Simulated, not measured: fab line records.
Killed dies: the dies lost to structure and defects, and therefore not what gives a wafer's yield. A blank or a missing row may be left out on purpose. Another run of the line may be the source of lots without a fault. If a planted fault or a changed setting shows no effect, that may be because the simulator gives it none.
Matching of chambers :: flow sky130 :: SKY_FIELD_ISO_CMP_27 on cmp-02: 4 sister chambers
The step polishes, stops on Si3N4, t overpolish 16 s, target thk 457.8 nm. 14 wafers are shown with their chamber, then 7 later ones without.

## EACH WAFER AND ITS CHAMBER
wafer: L408.1
chamber: 2
timeToEndpointS (s): 107
motorCurrentA (A): 12.4
platenRpm (rpm): 60.04

wafer: L408.5
chamber: 1
timeToEndpointS (s): 97
motorCurrentA (A): 10.9
platenRpm (rpm): 59.95

wafer: L408.6
chamber: 2
timeToEndpointS (s): 106
motorCurrentA (A): 12.1
platenRpm (rpm): 60.08

wafer: L409.1
chamber: 3
timeToEndpointS (s): 113
motorCurrentA (A): 11.8
platenRpm (rpm): 59.97

wafer: L409.3
chamber: 2
timeToEndpointS (s): 109
motorCurrentA (A): 11.9
platenRpm (rpm): 60.01

wafer: L409.6
chamber: 0
timeToEndpointS (s): 119
motorCurrentA (A): 10.8
platenRpm (rpm): 60.00

wafer: L411.1
chamber: 0
timeToEndpointS (s): 118
motorCurrentA (A): 11.3
platenRpm (rpm): 60.04

wafer: L411.2
chamber: 3
timeToEndpointS (s): 115
motorCurrentA (A): 11.9
platenRpm (rpm): 60.05

wafer: L411.5
chamber: 0
timeToEndpointS (s): 117
motorCurrentA (A): 10.5
platenRpm (rpm): 60.01

wafer: L412.1
chamber: 3
timeToEndpointS (s): 108
motorCurrentA (A): 11.7
platenRpm (rpm): 60.00

wafer: L412.3
chamber: 2
timeToEndpointS (s): 104
motorCurrentA (A): 12.1
platenRpm (rpm): 60.05

wafer: L412.4
chamber: 0
timeToEndpointS (s): 115
motorCurrentA (A): 10.5
platenRpm (rpm): 60.00

wafer: L414.2
chamber: 0
timeToEndpointS (s): 116
motorCurrentA (A): 11.4
platenRpm (rpm): 60.08

wafer: L414.3
chamber: 3
timeToEndpointS (s): 111
motorCurrentA (A): 11.8
platenRpm (rpm): 59.96

SIGNATURES (means of the wafers above)
reading: timeToEndpointS
chamber 0: 117.00
chamber 1: 97.00
chamber 2: 106.50
chamber 3: 111.75
scatter within a chamber: 2.23

reading: motorCurrentA
chamber 0: 10.900
chamber 1: 10.900
chamber 2: 12.125
chamber 3: 11.800
scatter within a chamber: 0.298

reading: platenRpm
chamber 0: 60.0260
chamber 1: 59.9500
chamber 2: 60.0450
chamber 3: 59.9950
scatter within a chamber: 0.0348
Rule: for a wafer and a chamber, the distance is found by dividing, reading by reading, the gap between the wafer's reading and the chamber's mean by the reading's scatter, squaring, summing and taking the root. The wafer belongs to the nearest chamber; if the next one is less than 2 further off, it can't be placed. How the scatter is found: for the shown wafers, subtract from each reading the mean of its chamber, square and add these, divide the total by (wafers less chambers), then take the root.

## WAFERS WHOSE CHAMBER IS MISSING
wafer: L414.5
timeToEndpointS (s): 117
motorCurrentA (A): 10.9
platenRpm (rpm): 59.99

wafer: L420.2
timeToEndpointS (s): 117
motorCurrentA (A): 11.3
platenRpm (rpm): 60.04

wafer: L420.3
timeToEndpointS (s): 100
motorCurrentA (A): 10.9
platenRpm (rpm): 60.01

wafer: L420.4
timeToEndpointS (s): 118
motorCurrentA (A): 11.9
platenRpm (rpm): 59.96

wafer: L428.3
timeToEndpointS (s): 118
motorCurrentA (A): 11.4
platenRpm (rpm): 60.01

wafer: L428.4
timeToEndpointS (s): 118
motorCurrentA (A): 10.8
platenRpm (rpm): 59.98

wafer: L428.6
timeToEndpointS (s): 116
motorCurrentA (A): 11.6
platenRpm (rpm): 60.02

## WHICH CHAMBER EACH WENT THROUGH
wafer: L414.5
from the rows above: 0
in truth: 0

wafer: L420.2
from the rows above: can't be placed: 0 or 3
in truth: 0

wafer: L420.3
from the rows above: 1
in truth: 1

wafer: L420.4
from the rows above: can't be placed: 3 or 0
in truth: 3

wafer: L428.3
from the rows above: can't be placed: 0 or 3
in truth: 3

wafer: L428.4
from the rows above: 0
in truth: 0

wafer: L428.6
from the rows above: can't be placed: 3 or 0
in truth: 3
Correctly placed: 3 of 7. From these rows, 4 cannot be placed; in 4 the true chamber is one of the candidates. Number placed wrongly: 0.
